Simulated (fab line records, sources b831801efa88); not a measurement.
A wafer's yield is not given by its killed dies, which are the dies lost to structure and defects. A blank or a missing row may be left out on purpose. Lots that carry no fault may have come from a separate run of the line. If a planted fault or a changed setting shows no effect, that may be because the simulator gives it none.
The tool behind it: which one?    flow gf180mcu    33 wafers from 11 lots sampled at 5 of the route's 602 steps

WHAT THE GAUGES READ, wafer by wafer
GF_M4_THK_MEAS_06: measures by xrf. Usual: M4_ALCU_THK typically reads 453 nm, with standard deviation 4.4.
lot   measured      on             M4_ALCU_THK (nm)  flag
L207  day 22 13:26  film metro-04  466 462 455       
L208  day 22 20:58  film metro-02  459 454 455       
L209  day 23 04:23  film metro-03  456 445 452       
L211  day 24 01:57  film metro-03  449 460 454       
L210  day 24 02:46  film metro-02  451 455 455       
L212  day 24 14:12  film metro-03  451 449 451       
L216  day 25 20:37  film metro-04  452 452 451       
L218  day 26 14:30  film metro-04  449 449 450       
L219  day 26 19:53  film metro-03  448 449 454       
L220  day 27 00:21  film metro-03  449 447 451       
L228  day 29 07:55  film metro-03  452 453 450       

GF_M5_OVL_MEAS_08. Usual: M5_OVL typically reads -1 nm, with standard deviation 4.6.
lot   measured      on          M5_OVL (nm)  flag
L207  day 26 08:52  overlay-01  -9 -8 -8     
L208  day 26 15:16  overlay-01  -4 -4 0      
L209  day 26 22:11  overlay-02  0 -1 -4      
L211  day 27 17:37  overlay-01  56 54 57     OFF
L210  day 27 19:17  overlay-02  53 52 53     OFF
L212  day 28 04:49  overlay-02  56 51 57     OFF
L216  day 29 08:44  overlay-01  55 59 56     OFF
L218  day 30 00:29  overlay-01  -1 -9 -7     
L219  day 30 05:04  overlay-01  -7 -6 -3     
L220  day 30 09:59  overlay-01  -1 1 -1      
L228  day 32 11:29  overlay-01  -9 -1 -7     

GF_V5_THK_MEAS_01. Usual: V5_CVD_00_THK typically reads 301 nm, with standard deviation 3.3.
lot   measured      on             V5_CVD_00_THK (nm)  flag
L207  day 26 09:39  film metro-03  304 304 303         
L208  day 26 16:01  film metro-04  296 297 297         
L209  day 26 23:18  film metro-01  301 300 299         
L211  day 27 18:22  film metro-01  303 304 302         
L210  day 27 20:02  film metro-04  305 309 303         
L212  day 28 05:34  film metro-03  299 299 300         
L216  day 29 09:29  film metro-04  304 300 303         
L218  day 30 01:18  film metro-01  295 298 296         
L219  day 30 05:50  film metro-03  302 306 308         
L220  day 30 10:44  film metro-03  300 301 303         
L228  day 32 12:17  film metro-04  302 303 301         

EACH LOT AND THE TOOL THAT RAN IT (in order: tool; ch and the chambers of the sampled wafers; start)
lot   GF_V4_SPUTTER_21              GF_M5_EXPOSE_04
L207  pvd sputter-01, day 24 12:17  krf scanner-02 ch 0, day 25 22:53
L208  pvd sputter-01, day 24 19:16  krf scanner-01 ch 0, day 26 04:46
L209  pvd sputter-02, day 25 02:50  krf scanner-02 ch 0, day 26 12:02
L211  pvd sputter-02, day 25 23:01  krf scanner-02 ch 0, day 27 08:05
L210  pvd sputter-01, day 26 00:37  krf scanner-02 ch 0, day 27 08:59
L212  pvd sputter-02, day 26 10:38  krf scanner-02 ch 0, day 27 19:00
L216  pvd sputter-03, day 27 16:18  krf scanner-02 ch 0, day 28 23:13
L218  pvd sputter-02, day 28 08:09  krf scanner-01 ch 0, day 29 15:07
L219  pvd sputter-02, day 28 13:23  krf scanner-01 ch 0, day 29 19:56
L220  pvd sputter-02, day 28 18:10  krf scanner-01 ch 0, day 30 01:06
L228  pvd sputter-02, day 30 22:58  krf scanner-01 ch 0, day 32 03:04
- GF_V4_SPUTTER_21: material Ti, target thk 15 nm, time 80.02 s.
- GF_M5_EXPOSE_04: exposes mask Metal5, target cd 280 nm.

WHAT THE TOOLS THEMSELVES READ (means of the sampled wafers that have a number; where no wafer has one, the mark that the record gives instead)
GF_V4_SPUTTER_21. Usual: throttle valve pct 30.2 %, standard deviation 1.1.
lot   tool            throttle valve pct (%)  flag
L207  pvd sputter-01  29.8                    
L208  pvd sputter-01  30.1                    
L209  pvd sputter-02  30.9                    
L211  pvd sputter-02  30.5                    
L210  pvd sputter-01  28.5                    
L212  pvd sputter-02  30.5                    
L216  pvd sputter-03  29.9                    
L218  pvd sputter-02  30.5                    
L219  pvd sputter-02  30.7                    
L220  pvd sputter-02  30.6                    
L228  pvd sputter-02  31.0                    

THE ANSWER, worked out from the rows above alone
Rule: lot off if the mean of its wafers having a number is beyond 3 standard deviations from the usual mean. A lot without any number at a reading at which 4 lots or more have one is off too. The other lots that the step has rows for count as sound. Order of review: gauges by route order, followed by the tools' own readings, for which a lot's mean as printed above is used. The first step at which some lot is off is used, and at that step the reading that is off furthest; a lot without a number counts as furthest.
Off: at GF_M5_OVL_MEAS_08 (M5_OVL), L211, L210, L212, L216.
If a tool, at a process step before that reading, ran all the lots that are off and no sound lot after the first of them, it fits. Those tools and the gauges at GF_M5_OVL_MEAS_08 are tried in the same way. One fits: GF_M5_EXPOSE_04 on krf scanner-02. A fault onset in the window from L209 (day 26 12:02, its last sound lot) to L211 (day 27 08:05, its first lot off) fits.

WHAT THE SIMULATOR HAD INSERTED
Scanner matching overlay: krf scanner-02, from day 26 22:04 on, at GF_M5_EXPOSE_04. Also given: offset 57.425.
Shown lots that were struck: L211, L210, L212, L216. This agrees with what the rule above found.
